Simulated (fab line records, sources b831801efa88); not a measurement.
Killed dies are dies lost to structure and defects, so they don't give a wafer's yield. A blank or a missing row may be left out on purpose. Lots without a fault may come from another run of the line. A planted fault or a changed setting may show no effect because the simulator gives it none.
Which tool did it? | flow sfq_line | 14 lots, 42 wafers sampled, at 3 steps of a route of 325

WHAT THE GAUGES READ, wafer by wafer
The record holds no reading of a measuring or inspecting step that can be judged against a usual standard deviation.

WHICH TOOL RAN EACH LOT (tool, then ch and the chambers of the sampled wafers, then the start)
lot  | SFQ_TRILAYER_I1_CMP_CMP_046   | SFQ_TRILAYER_I1_METRO_MEASURE_047 | SFQ_TRILAYER_I1_VIA_ETCH_VIA_ETCH_052
L508 | cmp-02 ch 0,1, day 23 22:51   | film_metro-03, day 24 01:58       | rie_diel-01 ch 1,2, day 24 05:30
L515 | cmp-01 ch 0,1, day 27 09:28   | film_metro-03, day 27 12:35       | rie_diel-01 ch 1,2,3, day 33 19:58
L516 | cmp-01 ch 1,2,3, day 27 21:58 | film_metro-03, day 28 00:35       | rie_diel-03 ch 0,2, day 34 09:10
L517 | cmp-02 ch 0,1, day 27 23:09   | film_metro-04, day 28 02:40       | rie_diel-01 ch 1,2,3, day 34 10:22
L518 | cmp-02 ch 2,3, day 28 02:09   | film_metro-03, day 28 05:16       | rie_diel-02 ch 1,2,3, day 34 13:58
L519 | cmp-01 ch 0,1,3, day 28 09:58 | film_metro-03, day 28 12:59       | rie_diel-01 ch 1,3, day 34 17:34
L524 | cmp-02 ch 2,3, day 30 06:20   | film_metro-02, day 30 09:09       | rie_diel-01 ch 0,3, day 36 15:19
L525 | cmp-02 ch 0,2,3, day 30 09:20 | film_metro-02, day 30 11:57       | rie_diel-02 ch 0,2,3, day 36 18:55
L526 | cmp-02 ch 0,2, day 31 08:16   | film_metro-04, day 31 11:05       | rie_diel-01 ch 0,1,3, day 37 21:27
L527 | cmp-01 ch 0,1, day 31 19:20   | film_metro-02, day 31 22:52       | rie_diel-01 ch 1,2, day 38 08:21
L528 | cmp-01 ch 0,1,2, day 32 01:20 | film_metro-02, day 32 04:28       | rie_diel-01 ch 0,1,2, day 38 14:21
L529 | cmp-02 ch 0,3, day 32 15:36   | film_metro-02, day 32 18:55       | rie_diel-02 ch 0,1,2, day 39 02:21
L530 | cmp-01 ch 0,1,2, day 33 04:46 | film_metro-04, day 33 07:53       | rie_diel-02 ch 0,1,3, day 39 16:45
L531 | cmp-01 ch 0,2,3, day 33 14:16 | film_metro-03, day 33 16:53       | rie_diel-03 ch 0,3, day 40 01:35
- SFQ_TRILAYER_I1_CMP_CMP_046: polishes SiO2.
- SFQ_TRILAYER_I1_METRO_MEASURE_047
- SFQ_TRILAYER_I1_VIA_ETCH_VIA_ETCH_052: etches SiO2 in CHF3, stops on Nb, target depth 260 nm.

WHAT THE TOOLS THEMSELVES READ (means of the sampled wafers that have a number; where no wafer has one, the mark that the record gives instead)
SFQ_TRILAYER_I1_CMP_CMP_046.
lot  | tool   | motor_current_A (A) | time_to_endpoint_s (s)
L508 | cmp-02 | 9.8                 | 218
L515 | cmp-01 | 9.6                 | 218
L516 | cmp-01 | 10.2                | 227
L517 | cmp-02 | 9.5                 | 214
L518 | cmp-02 | 9.8                 | 211
L519 | cmp-01 | 10.5                | 227
L524 | cmp-02 | 9.4                 | 214
L525 | cmp-02 | 9.5                 | 221
L526 | cmp-02 | 10.1                | 224
L527 | cmp-01 | 10.5                | 215
L528 | cmp-01 | 9.9                 | 223
L529 | cmp-02 | 9.1                 | 217
L530 | cmp-01 | 9.7                 | 212
L531 | cmp-01 | 10.9                | 213

SFQ_TRILAYER_I1_METRO_MEASURE_047.
lot  | tool          | thk_nm (nm)
L508 | film_metro-03 | 200.7
L515 | film_metro-03 | 194.3
L516 | film_metro-03 | 189.9
L517 | film_metro-04 | 199.9
L518 | film_metro-03 | 200.7
L519 | film_metro-03 | 189.7
L524 | film_metro-02 | 197.9
L525 | film_metro-02 | 200.5
L526 | film_metro-04 | 199.8
L527 | film_metro-02 | 200.6
L528 | film_metro-02 | 200.4
L529 | film_metro-02 | 200.4
L530 | film_metro-04 | 200.1
L531 | film_metro-03 | 199.6

SFQ_TRILAYER_I1_VIA_ETCH_VIA_ETCH_052.
lot  | tool        | chamber_pressure_mTorr (mTorr) | drypump_motor_current_A (A) | oes_product_au (a.u.) | rf_fwd_power_W (W)
L508 | rie_diel-01 | 30.021                         | 5.4                         | 0.850                 | 497.2
L515 | rie_diel-01 | 29.964                         | 6.1                         | 0.840                 | 498.5
L516 | rie_diel-03 | 29.981                         | 5.6                         | 0.833                 | 498.0
L517 | rie_diel-01 | 30.032                         | 6.1                         | 0.855                 | 497.2
L518 | rie_diel-02 | 30.011                         | 5.4                         | 0.854                 | 498.2
L519 | rie_diel-01 | 30.004                         | 6.1                         | 0.830                 | 496.6
L524 | rie_diel-01 | 30.003                         | 5.8                         | 0.852                 | 499.4
L525 | rie_diel-02 | 29.995                         | 5.6                         | 0.858                 | 497.9
L526 | rie_diel-01 | 29.999                         | 5.6                         | 0.851                 | 496.9
L527 | rie_diel-01 | 29.985                         | 6.1                         | 0.859                 | 498.4
L528 | rie_diel-01 | 29.981                         | 5.6                         | 0.853                 | 497.8
L529 | rie_diel-02 | 30.004                         | 5.5                         | 0.856                 | 497.1
L530 | rie_diel-02 | 29.989                         | 5.6                         | 0.854                 | 498.2
L531 | rie_diel-03 | 30.013                         | 6.0                         | 0.858                 | 498.2

THE ANSWER, worked out from the rows above alone
Rule: what is usual is taken from the lots themselves. Put in order of their means at a reading, lots are off if they are a third of the lots or fewer, leave a main group of 4 or more, and stand apart from it by a gap of 3 or more times the standard deviation of the main group's means; of several such gaps the widest counts. A main group whose means are all the same, to the digits that the tables above print for the reading, isn't used. A lot without any number at a reading at which 4 lots or more have one is off too. The other lots that the step has rows for count as sound. The gauges are gone through in route order, then the tools' own readings, and for those a lot's mean is taken as printed above. The first step at which some lot is off is used, and at that step the reading that is off furthest; a lot without a number counts as furthest.
Off: L515, L516, L519, at SFQ_TRILAYER_I1_METRO_MEASURE_047 (thk_nm). The main group: mean 200.1 nm, standard deviation 0.77.
A tool fits if, at that step or a process step before it, it ran every lot that is off, and no sound lot after the first of them. None of those tried fits.

WHAT THE SIMULATOR HAD PUT IN
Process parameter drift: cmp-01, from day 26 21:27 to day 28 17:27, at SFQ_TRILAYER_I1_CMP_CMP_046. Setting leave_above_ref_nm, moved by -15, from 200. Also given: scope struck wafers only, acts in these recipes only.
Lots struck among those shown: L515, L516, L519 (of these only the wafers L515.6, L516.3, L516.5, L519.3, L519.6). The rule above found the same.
